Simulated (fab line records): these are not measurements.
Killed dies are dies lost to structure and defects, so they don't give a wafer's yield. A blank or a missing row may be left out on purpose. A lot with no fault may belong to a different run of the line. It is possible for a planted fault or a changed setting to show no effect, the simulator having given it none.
fab line records	flow sky130
record lots=6	wafers=18	lastDay=49
route steps=708 shown SONOS_TUNNEL@156 SONOS_ONO@168 GATE_OXIDE@187 PAD_OPEN@708
lots that met no fault: from a run of the same line without faults
startH: the number of hours between the record's first day and the start of the first shown wafer of the lot	waitH: how many hours have passed since the lot's step before this one	" same as the row above	L1.1+2: a row that stands for several wafers	- no value, or no start was given	* or withheld: withheld	< > ~ a bound
route shown NAME@n: NAME is a module with steps in the file, n the number in the route of the first one	usual: mean/standard deviation taken from wafers without a fault	same: alike in all rows	chamber/n: place in a boat	sites: each site's reading	_std_site: standard deviation across them	_edge_site: inner sites' mean taken away from outer sites' mean	radiusMm: for every site, how far away it sits from the centre of the wafer	mask NAME#n: copy n	behind: the last tool/chamber to shape the wafer	hold: what put the lot on hold/how long, in hours/how the hold closed	device: names the non-switching transistor (n, p or np)	end of line: tests run on the same wafers once the route is complete	for a step that has no rows: nothing shown but its recipe	killed: the dies lost at the first sort to structure and to defects; this is not the yield of the wafer	map: a wafer's dies, marking killed ones x, the rest . and places with no die _
set.NAME: the setting that was run; set.NAME@STEP: the one run at that earlier step	model.NAME: the simulator's own value behind a step, which no gauge read
lots seen at some steps along the route; tables by step, rows by wafer
services: a tool's chamber out of use, with start hour (startH, from the record's first day; less than 0 if before it), hours out, and reason
## steps
# step SKY_SONOS_TUNNEL_COAT_02
# recipe resist=NOVOLAK	spinRpm=3000	resistThkNm=1140
# step SKY_SONOS_TUNNEL_SOFTBAKE_03
# recipe tempC=90	timeS=60	resist=NOVOLAK
# step SKY_SONOS_TUNNEL_EXPOSE_04
# recipe maskId=TUNM	na=0.6	sourceShape=conventional	sigmaOuter=0.6	polarization=unpolarized	targetCdNm=410	doseMj=136
# step SKY_SONOS_TUNNEL_PEB_05
# recipe tempC=withheld	timeS=*	resist=NOVOLAK
# step SKY_SONOS_TUNNEL_DEVELOP_06
# recipe resist=NOVOLAK	developer=TMAH	developTimeS=60	devTempC=23
# step SKY_SONOS_TUNNEL_CD_MEAS_07
# recipe targetCdNm=410
# usual cdNm=409.3/2.1
lot.wafer	tool	chamber	startH	waitH	cdNm
L262.1	cdSem-02	-	267.08	0.1	409.0
L262.2	"	-	"	"	408.3
L262.6	"	-	"	"	411.0
L264.4	cdSem-02	-	276.59	0.1	405.6
L264.5	"	-	"	"	405.8
L264.6	"	-	"	"	407.1
L270.2	cdSem-02	-	318.75	0.1	411.8
L270.3	"	-	"	"	411.1
L270.5	"	-	"	"	410.2
L271.1	cdSem-01	-	320.42	0.1	412.2
L271.2	"	-	"	"	408.2
L271.4	"	-	"	"	411.2
L275.1	cdSem-02	-	366.93	0.1	408.5
L275.3	"	-	"	"	408.0
L275.4	"	-	"	"	408.6
L276.1	cdSem-01	-	370.36	0.1	406.3
L276.4	"	-	"	"	409.2
L276.6	"	-	"	"	406.7
# step SKY_SONOS_TUNNEL_OVL_MEAS_08
# usual SONOS_TUNNEL_OVL=0.4/1.2
lot.wafer	tool	chamber	startH	waitH	SONOS_TUNNEL_OVL[nm]
L262.1	overlay-01	-	267.20	0.1	-0.1
L262.2	"	-	"	"	0.1
L262.6	"	-	"	"	1.9
L264.4	overlay-01	-	276.67	0.1	0.9
L264.5	"	-	"	"	1.4
L264.6	"	-	"	"	-1.0
L270.2	overlay-02	-	318.85	0.1	-2.7
L270.3	"	-	"	"	0.7
L270.5	"	-	"	"	-0.6
L271.1	overlay-01	-	320.54	0.1	0.9
L271.2	"	-	"	"	4.0
L271.4	"	-	"	"	1.4
L275.1	overlay-01	-	367.05	0.1	1.3
L275.3	"	-	"	"	0.5
L275.4	"	-	"	"	-1.1
L276.1	overlay-02	-	370.48	0.1	-0.9
L276.4	"	-	"	"	-0.4
L276.6	"	-	"	"	-1.0
# step SKY_SONOS_TUNNEL_IMPLANT_09
# recipe species=B	energyKev=20	doseCm2=1e+12	tiltDeg=withheld
# step SKY_SONOS_TUNNEL_WET_ETCH_10
# recipe chemistry=dHF	targetDepthNm=14	target=SiO2	dilution=100:1	tempC=25	timeS=280
# step SKY_SONOS_TUNNEL_STRIP_11
# recipe chemistry=SPM	timeS=600	tempC=130
# step SKY_SONOS_TUNNEL_TW_MEAS_12
# usual SONOS_TUNNEL_TW=198.4/0.8
lot.wafer	tool	chamber	startH	waitH	SONOS_TUNNEL_TW
L262.1	filmMetro-02	-	267.67	0.0	198.5
L262.2	"	-	"	"	198.8
L262.6	"	-	"	"	199.5
L264.4	filmMetro-02	-	277.13	0.0	198.6
L264.5	"	-	"	"	198.6
L264.6	"	-	"	"	198.3
L270.2	filmMetro-02	-	319.31	0.0	198.2
L270.3	"	-	"	"	198.7
L270.5	"	-	"	"	200.0
L271.1	filmMetro-02	-	321.07	0.0	199.3
L271.2	"	-	"	"	198.2
L271.4	"	-	"	"	199.7
L275.1	filmMetro-03	-	367.50	0.0	197.4
L275.3	"	-	"	"	198.4
L275.4	"	-	"	"	198.4
L276.1	filmMetro-03	-	370.94	0.0	198.3
L276.4	"	-	"	"	198.8
L276.6	"	-	"	"	198.5
# step SKY_SONOS_TUNNEL_CLEAN_13
# recipe chemistry=dHF	timeS=20	dilution=100:1	dry=ipaMarangoni
# step SKY_SONOS_ONO_OXIDATION_00
# recipe tempC=800	ambient=O2	idleTempC=700	rampUpCPerMin=10	rampDownCPerMin=3	stabiliseS=600	purgeS=300	targetThkA=26	oxTimeS=1249
# usual oxTempCMax=804.7/0.81	spikeTcCentreC=800.7/1.1	spikeTcUpperC=800.4/1.2	tube_center_temp_C_max=802.0/0.35	zonePowerBottomPct=24.1/0.98
# same oxTimeS=1249
lot.wafer	tool	chamber	startH	waitH	oxTempCMax	spikeTcCentreC	spikeTcUpperC	tube_center_temp_C_max	zonePowerBottomPct
L262.1	furnace-02	0	267.74	0.0	804.8	802.3	800.8	802.2	23.5
L262.2	"	0	"	"	804.7	800.1	799.9	801.7	23.0
L262.6	"	0	"	"	804.4	802.0	801.4	802.0	23.8
L264.4	furnace-02	0	277.17	0.0	804.0	801.5	800.5	802.0	23.7
L264.5	"	0	"	"	804.8	801.0	801.0	802.4	23.4
L264.6	"	0	"	"	804.1	800.7	801.5	801.7	23.7
L270.2	furnace-02	0	321.90	2.5	805.2	801.3	801.4	801.8	23.2
L270.3	"	0	"	"	804.6	802.0	799.5	802.9	23.2
L270.5	"	0	"	"	804.3	801.4	802.6	801.8	23.5
L271.1	furnace-02	0	321.90	0.7	803.1	801.4	800.3	801.8	23.6
L271.2	"	0	"	"	804.2	800.9	800.6	801.6	23.7
L271.4	"	0	"	"	803.6	799.6	800.1	802.0	23.4
L275.1	furnace-01	0	368.26	0.7	805.1	798.6	799.7	801.9	25.7
L275.3	"	0	"	"	805.9	800.6	800.5	802.9	25.7
L275.4	"	0	"	"	804.7	799.0	801.3	801.7	25.6
L276.1	furnace-01	0	371.63	0.6	803.9	800.9	799.5	801.8	25.1
L276.4	"	0	"	"	806.2	801.2	799.0	801.7	25.3
L276.6	"	0	"	"	804.1	799.6	800.5	801.8	25.3
# step SKY_SONOS_ONO_THK_MEAS_01
# recipe reads=SiO2_of_SONOS_ONO_OXIDATION_00
# usual SONOS_ONO_OXIDATION_THK=2.61/0.052
lot.wafer	tool	chamber	startH	waitH	SONOS_ONO_OXIDATION_THK[nm]
L262.1	filmMetro-01	-	269.09	0.0	2.52
L262.2	"	-	"	"	2.53
L262.6	"	-	"	"	2.58
L264.4	filmMetro-03	-	278.55	0.0	2.60
L264.5	"	-	"	"	2.60
L264.6	"	-	"	"	2.56
L271.1	filmMetro-04	-	323.25	0.0	2.60
L271.2	"	-	"	"	2.61
L271.4	"	-	"	"	2.58
L270.2	filmMetro-03	-	323.26	0.0	2.54
L270.3	"	-	"	"	2.58
L270.5	"	-	"	"	2.59
L275.1	filmMetro-01	-	369.61	0.0	2.56
L275.3	"	-	"	"	2.66
L275.4	"	-	"	"	2.57
L276.1	filmMetro-03	-	372.98	0.0	2.65
L276.4	"	-	"	"	2.65
L276.6	"	-	"	"	2.65
# step SKY_SONOS_ONO_CVD_02
# recipe material=Si3N4	precursor=DCS/NH3	targetThkNm=10.5	tempC=770	timeS=180	pressureMtorr=250
# step SKY_SONOS_ONO_THK_MEAS_03
# recipe reads=Si3N4_of_SONOS_ONO_CVD_02
# usual SONOS_ONO_CVD_02_THK=10.51/0.15
lot.wafer	tool	chamber	startH	waitH	SONOS_ONO_CVD_02_THK[nm]
L262.1	filmMetro-01	-	271.49	0.0	10.39
L262.2	"	-	"	"	10.48
L262.6	"	-	"	"	10.40
L264.4	filmMetro-04	-	279.92	0.0	10.46
L264.5	"	-	"	"	10.47
L264.6	"	-	"	"	10.41
L271.1	filmMetro-04	-	324.88	0.0	10.60
L271.2	"	-	"	"	10.62
L271.4	"	-	"	"	10.69
L270.2	filmMetro-03	-	324.89	0.0	10.53
L270.3	"	-	"	"	10.55
L270.5	"	-	"	"	10.48
L275.1	filmMetro-01	-	372.04	0.0	10.52
L275.3	"	-	"	"	10.45
L275.4	"	-	"	"	10.69
L276.1	filmMetro-03	-	377.81	0.0	10.48
L276.4	"	-	"	"	10.50
L276.6	"	-	"	"	10.58
# step SKY_SONOS_ONO_CVD_04
# recipe material=SiO2	precursor=SiH4/N2O	targetThkNm=5.7199	tempC=900	pressureMtorr=400
# step SKY_SONOS_ONO_THK_MEAS_05
# recipe reads=SiO2_of_SONOS_ONO_CVD_04
# usual SONOS_ONO_CVD_04_THK=5.66/0.12
lot.wafer	tool	chamber	startH	waitH	SONOS_ONO_CVD_04_THK[nm]
L262.1	filmMetro-03	-	273.42	0.0	5.55
L262.2	"	-	"	"	5.57
L262.6	"	-	"	"	5.58
L264.4	filmMetro-04	-	281.85	0.0	5.52
L264.5	"	-	"	"	5.52
L264.6	"	-	"	"	5.66
L271.1	filmMetro-03	-	326.82	0.0	5.72
L271.2	"	-	"	"	5.69
L271.4	"	-	"	"	5.60
L270.2	filmMetro-01	-	326.83	0.0	5.61
L270.3	"	-	"	"	5.75
L270.5	"	-	"	"	5.82
L275.1	filmMetro-04	-	373.35	0.0	5.53
L275.3	"	-	"	"	5.41
L275.4	"	-	"	"	5.41
L276.1	filmMetro-01	-	379.12	0.0	5.62
L276.4	"	-	"	"	5.54
L276.6	"	-	"	"	5.44
# step SKY_SONOS_ONO_DEHYDRATE_06
# recipe tempC=200	timeS=60
# step SKY_SONOS_ONO_HMDS_07
# recipe primeTimeS=60	primeTempC=120
# step SKY_SONOS_ONO_COAT_08
# recipe resist=NOVOLAK	spinRpm=3000	resistThkNm=1140
# step SKY_SONOS_ONO_SOFTBAKE_09
# recipe tempC=90	timeS=60	resist=NOVOLAK
# step SKY_SONOS_ONO_EXPOSE_10
# recipe maskId=ONOM	targetCdNm=410	na=0.6	sourceShape=conventional	sigmaOuter=0.6	doseMj=150
# step SKY_SONOS_ONO_PEB_11
# recipe tempC=withheld	timeS=*	resist=NOVOLAK
# step SKY_SONOS_ONO_DEVELOP_12
# recipe developTimeS=60	devTempC=23
# step SKY_SONOS_ONO_CD_MEAS_13
# recipe targetCdNm=410
# usual cdNm=409.9/2
lot.wafer	tool	chamber	startH	waitH	cdNm
L262.1	cdSem-02	-	292.87	0.1	406.7
L262.2	"	-	"	"	406.9
L262.6	"	-	"	"	406.3
L264.4	cdSem-02	-	299.87	0.1	411.2
L264.5	"	-	"	"	411.4
L264.6	"	-	"	"	411.2
L270.2	cdSem-02	-	353.63	0.1	411.9
L270.3	"	-	"	"	410.5
L270.5	"	-	"	"	411.4
L271.1	cdSem-01	-	353.77	0.1	412.8
L271.2	"	-	"	"	413.8
L271.4	"	-	"	"	411.3
L275.1	cdSem-02	-	402.22	0.1	411.4
L275.3	"	-	"	"	409.9
L275.4	"	-	"	"	411.2
L276.1	cdSem-02	-	407.62	0.1	408.3
L276.4	"	-	"	"	408.7
L276.6	"	-	"	"	410.1
# step SKY_SONOS_ONO_OVL_MEAS_14
# usual SONOS_ONO_OVL=0.8/1.7
lot.wafer	tool	chamber	startH	waitH	SONOS_ONO_OVL[nm]
L262.1	overlay-01	-	292.99	0.1	0.3
L262.2	"	-	"	"	0.4
L262.6	"	-	"	"	1.2
L264.4	overlay-01	-	299.95	0.1	1.6
L264.5	"	-	"	"	-0.4
L264.6	"	-	"	"	0.9
L270.2	overlay-02	-	353.74	0.1	-0.9
L270.3	"	-	"	"	-2.1
L270.5	"	-	"	"	-1.6
L271.1	overlay-01	-	353.89	0.1	0.6
L271.2	"	-	"	"	1.0
L271.4	"	-	"	"	-0.6
L275.1	overlay-02	-	402.34	0.1	-1.2
L275.3	"	-	"	"	-0.6
L275.4	"	-	"	"	-0.4
L276.1	overlay-01	-	407.74	0.1	2.7
L276.4	"	-	"	"	1.1
L276.6	"	-	"	"	-0.4
# step SKY_SONOS_ONO_ETCH_15
# recipe targetDepthNm=19.52	chemistry=CHF3/O2	sourceW=600	biasW=200	pressureMtorr=40	chf3FlowSccm=50	O2_flow_sccm=5	timeS=7.8
# usual O2_flow_sccm=5.003/0.015	drypumpMotorCurrentA=5.7/0.43	oesProductAu=0.997/0.0096	throttleValvePct=8.823/0.0086
lot.wafer	tool	chamber	startH	waitH	O2_flow_sccm	drypumpMotorCurrentA	oesProductAu	rfHoursCounterH	throttleValvePct
L262.1	rieDiel-01	1	293.03	0.0	5.010	5.4	1.000	2	8.823
L262.2	"	3	"	"	5.000	5.1	1.010	6	8.842
L262.6	"	3	"	"	5.017	5.0	1.010	-	8.816
L264.4	rieDiel-03	0	299.97	0.0	5.004	5.1	1.023	109	8.814
L264.5	"	2	"	"	5.013	6.3	1.007	-	8.822
L264.6	"	1	"	"	5.001	5.6	1.004	-	8.819
L270.2	rieDiel-02	2	353.77	0.0	5.013	6.1	0.988	54	8.821
L270.3	"	0	"	"	4.981	5.9	1.002	7	8.816
L270.5	"	1	"	"	4.993	5.3	0.980	-	8.822
L271.1	rieDiel-01	1	353.93	0.0	5.002	5.4	0.984	3	8.808
L271.2	"	3	"	"	5.007	5.1	1.008	7	8.838
L271.4	"	1	"	"	5.003	5.3	0.994	-	8.827
L275.1	rieDiel-03	1	402.37	0.0	4.997	5.6	1.010	90	8.834
L275.3	"	2	"	"	5.006	6.3	0.996	8	8.824
L275.4	"	1	"	"	5.016	5.6	1.014	-	8.813
L276.1	rieDiel-03	3	407.78	0.0	5.010	5.9	0.995	18	8.841
L276.4	"	1	"	"	4.978	5.6	0.995	-	8.823
L276.6	"	2	"	"	4.993	6.2	0.993	-	8.818
# step SKY_SONOS_ONO_WET_ETCH_16
# recipe chemistry=dHF	targetDepthNm=14	dry=n2Spin	target=SiO2	dilution=100:1	tempC=25	timeS=280
# step SKY_SONOS_ONO_STRIP_17
# recipe chemistry=O2/N2	powerW=1400	pressureMtorr=1500	platenTempC=withheld	o2FlowSccm=3000	n2FlowSccm=300	overashFraction=0.5
# usual drypumpMotorCurrentA=6.0/0.3	oesProductAu=0.710/0.0043	stripTimeToEndpointS=14.10/0.041
lot.wafer	tool	chamber	startH	waitH	drypumpMotorCurrentA	oesProductAu	rfHoursCounterH	stripTimeToEndpointS
L262.1	plasmaAsher-03	0	293.13	0.0	6.4	0.706	60	14.16
L262.2	"	1	"	"	6.0	0.707	60	14.17
L262.6	"	0	"	"	6.4	0.712	-	14.14
L264.4	plasmaAsher-01	0	300.11	0.0	6.4	0.714	-	14.05
L264.5	"	1	"	"	5.9	0.703	-	14.01
L264.6	"	0	"	"	6.4	0.716	-	14.04
L270.2	plasmaAsher-01	1	353.87	0.0	5.9	0.710	68	14.07
L270.3	"	1	"	"	5.9	0.710	-	14.08
L270.5	"	1	"	"	5.9	0.709	-	14.07
L271.1	plasmaAsher-01	1	354.03	0.0	5.9	0.709	68	14.18
L271.2	"	0	"	"	6.4	0.715	68	14.14
L271.4	"	0	"	"	6.4	0.706	-	14.12
L275.1	plasmaAsher-02	0	402.48	0.0	5.8	0.708	27	14.14
L275.3	"	1	"	"	5.6	0.711	-	14.14
L275.4	"	0	"	"	5.8	0.710	-	14.14
L276.1	plasmaAsher-01	1	407.88	0.0	5.9	0.703	73	14.09
L276.4	"	1	"	"	5.9	0.710	-	14.07
L276.6	"	1	"	"	5.9	0.718	-	14.07
# step SKY_SONOS_ONO_WET_ETCH_18
# recipe chemistry=H3PO4	targetDepthNm=15	target=Si3N4	tempC=160	timeS=172
# step SKY_GATE_OXIDE_CLEAN_00
# recipe chemistry=SC1/SC2	mix=1:4:20	tempC=70	timeS=150	dry=n2Spin
# step SKY_GATE_OXIDE_OXIDATION_01
# recipe tempC=900	ambient=O2	stabiliseS=600	purgeS=300	targetThkA=102.68	oxTimeS=1473
# step SKY_GATE_OXIDE_THK_MEAS_02
# recipe reads=SiO2_of_GATE_OXIDE_OXIDATION_01
# usual GATE_OXIDE_OXIDATION_00_THK=10.35/0.15
lot.wafer	tool	chamber	startH	waitH	GATE_OXIDE_OXIDATION_00_THK[nm]
L262.1	filmMetro-04	-	294.75	0.0	10.57
L262.2	"	-	"	"	10.30
L262.6	"	-	"	"	10.62
L264.4	filmMetro-02	-	302.91	0.0	10.15
L264.5	"	-	"	"	10.18
L264.6	"	-	"	"	10.22
L270.2	filmMetro-04	-	355.50	0.0	10.40
L270.3	"	-	"	"	10.40
L270.5	"	-	"	"	10.11
L271.1	filmMetro-03	-	356.71	0.0	10.40
L271.2	"	-	"	"	10.52
L271.4	"	-	"	"	10.33
L275.1	filmMetro-04	-	404.09	0.0	10.52
L275.3	"	-	"	"	10.50
L275.4	"	-	"	"	10.34
L276.1	filmMetro-02	-	409.94	0.0	10.41
L276.4	"	-	"	"	10.26
L276.6	"	-	"	"	10.53
# step SKY_GATE_OXIDE_DEHYDRATE_03
# recipe tempC=200	timeS=60
# step SKY_GATE_OXIDE_HMDS_04
# recipe primeTimeS=60	primeTempC=120
# step SKY_GATE_OXIDE_COAT_05
# recipe resist=NOVOLAK	spinRpm=3000	resistThkNm=1140
# step SKY_GATE_OXIDE_SOFTBAKE_06
# recipe tempC=90	timeS=60	resist=NOVOLAK
# step SKY_GATE_OXIDE_EXPOSE_07
# recipe maskId=LVOM	na=0.6	sourceShape=conventional	sigmaOuter=0.6	polarization=unpolarized	targetCdNm=600	doseMj=170
# step SKY_GATE_OXIDE_PEB_08
# recipe tempC=withheld	timeS=*	resist=NOVOLAK
# step SKY_GATE_OXIDE_DEVELOP_09
# recipe resist=NOVOLAK	developer=TMAH	developTimeS=60	devTempC=23
# step SKY_GATE_OXIDE_OVL_MEAS_10
# usual GATE_OXIDE_OVL=-0.1/1.5
lot.wafer	tool	chamber	startH	waitH	GATE_OXIDE_OVL[nm]
L262.1	overlay-01	-	313.32	0.1	-2.5
L262.2	"	-	"	"	0.4
L262.6	"	-	"	"	0.0
L264.4	overlay-01	-	323.75	0.1	-1.8
L264.5	"	-	"	"	-0.9
L264.6	"	-	"	"	-2.6
L270.2	overlay-01	-	382.93	0.1	1.9
L270.3	"	-	"	"	0.8
L270.5	"	-	"	"	1.6
L271.1	overlay-01	-	384.37	0.1	-0.3
L271.2	"	-	"	"	-0.9
L271.4	"	-	"	"	2.2
L275.1	overlay-02	-	434.62	0.1	-0.4
L275.3	"	-	"	"	0.5
L275.4	"	-	"	"	0.6
L276.1	overlay-02	-	440.71	0.1	-1.0
L276.4	"	-	"	"	-1.6
L276.6	"	-	"	"	0.3
# step SKY_PAD_OPEN_PROBE_99
# usual killed_at_M0_to_M3=44/7.1	killed_at_M4_up=3.3/1.8	killedAtContacts=24/5.1	killedAtFrontEnd=16/4.7	killedAtOther=0.3/0.52	killedDies=87/9.7	killedOnRim=17/3.8	killedOpen=47/6.8	killedShort=39/6.7
# same grossDies=492	killedAtBackSide=0
lot.wafer	tool	chamber	startH	waitH	killed_at_M0_to_M3	killed_at_M4_up	killedAtContacts	killedAtFrontEnd	killedAtOther	killedDies	killedOnRim	killedOpen	killedShort	model.etest.capOno.gateBvV	model.etest.capThickOxide.gateBvV	model.etest.capThickOxide.gateLog10ACm2	model.etest.capThinOxide.gateLog10ACm2	model.etest.diodeNwellSub.leakLog10ACm2	model.etest.diodeDnwellSub.leakLog10ACm2	model.etest.diodePwellDnwell.leakLog10ACm2	model.etest.capThinOxide.gateBvV
L262.1	prober-01	-	1081.75	0.1	43	3	25	18	0	89	22	44	45	16.04	16.07	-7.445	-7.859	-7.085	-7.37	-7.574	7.065
L262.2	prober-01	-	1081.80	0.1	40	5	23	17	0	85	12	56	29	16.26	15.74	-7.22	-7.923	-7.447	-7.366	-7.677	7.172
L262.6	prober-01	-	1082.00	0.2	32	3	21	15	1	72	15	39	33	16.09	16.05	-7.553	-7.79	-7.226	-7.501	-7.583	7.06
L264.4	prober-01	-	1089.39	0.2	39	2	24	13	1	79	16	41	38	15.94	15.62	-6.949	-7.312	-7.131	-7.366	-7.814	7.244
L264.5	prober-01	-	1089.44	0.2	46	7	22	15	0	90	15	49	40	16.38	15.48	-6.934	-7.663	-7.171	-7.204	-7.708	7.087
L264.6	prober-01	-	1089.49	0.2	48	5	23	16	0	92	17	48	44	16.29	15.76	-7.022	-7.212	-7.415	-7.536	-7.466	6.962
L270.2	prober-01	-	1132.46	0.1	42	1	28	16	1	88	20	56	32	7.663	10.93	-3.622	-5.475	-5.984	-6.073	-6.284	5.905
L270.3	prober-01	-	1132.51	0.2	39	2	28	16	0	85	13	46	39	7.536	10.73	-3.54	-5.265	-5.716	-5.808	-5.995	5.751
L270.5	prober-01	-	1132.61	0.2	39	9	25	15	0	88	13	52	36	7.474	10.61	-3.4	-5.531	-5.753	-5.701	-6.206	5.952
L271.1	prober-02	-	1134.59	0.1	41	6	20	20	1	88	13	45	43	7.694	10.98	-3.524	-5.458	-5.883	-5.658	-6.049	5.824
L271.2	prober-02	-	1134.64	0.1	35	2	31	26	0	94	18	49	45	7.699	10.94	-3.551	-5.449	-5.773	-5.29	-6.06	5.777
L271.4	prober-02	-	1134.74	0.2	35	2	27	18	2	84	12	61	23	7.708	10.99	-3.373	-5.6	-5.71	-5.766	-6.364	5.801
L275.1	prober-02	-	1166.34	0.1	46	4	23	17	0	90	14	52	36	16.26	15.68	-7.378	-7.141	-7.604	-7.308	-7.675	6.979
L275.3	prober-02	-	1166.44	0.2	61	2	20	15	0	98	17	51	45	16.03	16.21	-7.376	-7.293	-7.497	-7.155	-7.868	6.999
L275.4	prober-02	-	1166.49	0.2	44	2	26	19	0	91	21	41	50	16.23	15.89	-7.214	-7.229	-7.41	-7.228	-7.652	7.063
L276.1	prober-02	-	1168.74	0.1	44	3	25	21	0	93	24	50	41	16.39	16.21	-7.245	-6.86	-7.464	-7.409	-7.642	6.757
L276.4	prober-02	-	1168.89	0.2	39	2	30	19	0	90	16	49	39	15.94	15.57	-7.07	-7.116	-7.487	-7.535	-7.748	6.839
L276.6	prober-02	-	1168.99	0.2	42	3	34	15	1	95	21	61	34	16.41	15.93	-7.414	-6.876	-7.421	-7.549	-7.693	6.95
# killed by level:class
L262.1 VIA1:geometricParticle:open=9 CONTACT:geometricParticle:open=8 CONTACT:geometricParticle:short=7 VIA1:geometricParticle:short=7 FIELD_ISO:geometricParticle:short=6 VIA3:geometricParticle:open=6 VIA2:geometricParticle:open=5 POLY_GATE:geometricParticle:open=4
L262.2 VIA2:geometricParticle:open=11 VIA1:geometricParticle:open=9 CONTACT:geometricParticle:open=8 LI_CONTACT:geometricParticle:open=7 METAL1:geometricParticle:short=5 FIELD_ISO:geometricParticle:open=4 POLY_GATE:geometricParticle:open=4 LI_CONTACT:geometricParticle:short=3
L262.6 CONTACT:geometricParticle:open=12 VIA1:geometricParticle:open=7 VIA1:geometricParticle:short=6 SPACER:geometricParticle:open=4 LI_CONTACT:geometricParticle:open=4 METAL1:geometricParticle:short=4 VIA2:geometricParticle:open=3 VIA3:geometricParticle:open=3
L264.4 CONTACT:geometricParticle:open=9 METAL2:geometricParticle:short=9 CONTACT:geometricParticle:short=8 METAL1:geometricParticle:short=6 VIA2:geometricParticle:open=6 POLY_GATE:geometricParticle:open=4 LI_CONTACT:geometricParticle:open=4 VIA1:geometricParticle:open=4
L264.5 LI_CONTACT:geometricParticle:open=8 VIA1:geometricParticle:open=8 VIA3:geometricParticle:open=8 VIA2:geometricParticle:open=8 CONTACT:geometricParticle:open=6 VIA1:geometricParticle:short=6 METAL1:geometricParticle:short=5 FIELD_ISO:geometricParticle:short=4
L264.6 VIA1:geometricParticle:open=10 VIA2:geometricParticle:open=9 METAL2:geometricParticle:short=7 VIA3:geometricParticle:open=7 LI_CONTACT:geometricParticle:open=6 FIELD_ISO:geometricParticle:open=5 LI_CONTACT:geometricParticle:short=5 CONTACT:geometricParticle:short=5
L270.2 VIA1:geometricParticle:open=11 CONTACT:geometricParticle:open=10 VIA2:geometricParticle:open=9 VIA3:geometricParticle:open=9 LI_CONTACT:geometricParticle:open=8 POLY_GATE:geometricParticle:open=5 LOCAL_INTERCONNECT:geometricParticle:short=5 CONTACT:geometricParticle:short=5
L270.3 VIA1:geometricParticle:open=11 LOCAL_INTERCONNECT:geometricParticle:short=8 CONTACT:geometricParticle:open=7 LI_CONTACT:geometricParticle:open=6 POLY_GATE:geometricParticle:open=5 CONTACT:geometricParticle:short=5 VIA3:geometricParticle:open=5 VIA1:geometricParticle:short=4
L270.5 VIA1:geometricParticle:open=11 VIA3:geometricParticle:open=9 VIA2:geometricParticle:open=8 CONTACT:geometricParticle:short=7 LI_CONTACT:geometricParticle:open=6 CONTACT:geometricParticle:open=6 METAL4:geometricParticle:short=5 POLY_GATE:geometricParticle:open=4
L271.1 METAL2:geometricParticle:short=8 POLY_GATE:geometricParticle:open=7 LI_CONTACT:geometricParticle:open=7 CONTACT:geometricParticle:open=7 VIA1:geometricParticle:open=7 VIA3:geometricParticle:open=6 VIA2:geometricParticle:open=6 FIELD_ISO:geometricParticle:short=5
L271.2 CONTACT:geometricParticle:open=11 VIA1:geometricParticle:open=10 FIELD_ISO:geometricParticle:short=8 CONTACT:geometricParticle:short=7 FIELD_ISO:geometricParticle:open=6 POLY_GATE:geometricParticle:short=6 VIA1:geometricParticle:short=6 LI_CONTACT:geometricParticle:open=5
L271.4 CONTACT:geometricParticle:open=11 VIA1:geometricParticle:open=10 LI_CONTACT:geometricParticle:open=8 VIA3:geometricParticle:open=7 FIELD_ISO:geometricParticle:open=5 POLY_GATE:geometricParticle:open=5 METAL1:geometricParticle:open=4 POLY_GATE:geometricParticle:short=3
L275.1 VIA1:geometricParticle:open=12 CONTACT:geometricParticle:open=10 LI_CONTACT:geometricParticle:open=7 VIA1:geometricParticle:short=6 FIELD_ISO:geometricParticle:open=5 METAL1:geometricParticle:short=4 METAL2:geometricParticle:short=4 VIA2:geometricParticle:open=4
L275.3 VIA1:geometricParticle:open=16 VIA3:geometricParticle:open=10 LI_CONTACT:geometricParticle:short=7 VIA1:geometricParticle:short=7 METAL2:geometricParticle:short=7 LI_CONTACT:geometricParticle:open=6 FIELD_ISO:geometricParticle:short=4 VIA2:geometricParticle:open=4
L275.4 VIA1:geometricParticle:open=10 CONTACT:geometricParticle:open=7 VIA1:geometricParticle:short=7 LOCAL_INTERCONNECT:geometricParticle:short=6 FIELD_ISO:geometricParticle:short=5 LI_CONTACT:geometricParticle:short=5 VIA3:geometricParticle:open=5 FIELD_ISO:geometricParticle:open=4
L276.1 VIA1:geometricParticle:open=16 CONTACT:geometricParticle:open=11 POLY_GATE:geometricParticle:short=8 METAL2:geometricParticle:short=7 VIA3:geometricParticle:open=6 LI_CONTACT:geometricParticle:open=5 POLY_GATE:geometricParticle:open=4 CONTACT:geometricParticle:short=4
L276.4 CONTACT:geometricParticle:open=13 METAL2:geometricParticle:short=12 LI_CONTACT:geometricParticle:open=9 VIA1:geometricParticle:open=7 VIA2:geometricParticle:open=6 LOCAL_INTERCONNECT:geometricParticle:short=4 FIELD_ISO:geometricParticle:short=3 FIELD_ISO:geometricParticle:open=3
L276.6 VIA1:geometricParticle:open=16 CONTACT:geometricParticle:open=15 LI_CONTACT:geometricParticle:open=11 VIA3:geometricParticle:open=6 CONTACT:geometricParticle:short=5 FIELD_ISO:geometricParticle:short=4 POLY_GATE:geometricParticle:short=4 METAL2:geometricParticle:short=4
## services
tool	chamber	startH	hours	kind
furnace-01	-	269.35	3.2	pm
rieDiel-01	0	286.38	7.4	repair
furnace-02	-	308.29	4.1	pm
rieDiel-01	3	322.78	1.5	repair
rieDiel-02	0	331.67	5.5	repair
rieDiel-03	3	337.42	22.5	repair
plasmaAsher-02	-	342.33	14.6	pm
plasmaAsher-03	-	348.15	7.2	repair
rieDiel-01	0	350.68	11.2	repair
furnace-01	-	372.98	2.7	pm
rieDiel-02	-	381.99	0.6	repair
rieDiel-03	0	400.19	-	clean
rieDiel-03	0	400.19	22.0	scheduledDown
rieDiel-03	0	400.19	22.0	ventCycle
plasmaAsher-03	-	403.94	1.8	repair
rieDiel-01	3	406.16	7.1	repair
rieDiel-01	0	407.09	8.8	repair
## key
firstSign none at tools or gauges
modelEffect step=SKY_PAD_OPEN_PROBE_99	value=etest.capOno.gateBvV	without=16.43	struck=7.629
metAt SKY_SONOS_ONO_OXIDATION_00
struckWafers L270.2,L270.3,L270.5,L271.1,L271.2,L271.4
testerLeftOut L270,L271
onsetBetween 277.17 321.90
fault kind=metallicContaminationSource	tool=furnace-02	chamber=-	onsetH=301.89	steps=SKY_SONOS_ONO_OXIDATION_00	rateCm2PerVisit=5.4159e+12	species=metalFeCm2
# testerLeftOut: of these lots the tester's yield and bins aren't shown, on N5 and GAA mostly nor the transistor test; their killed dies are dies lost to structure and defects alone, not to doping, threshold or leakage, so they don't give the yield
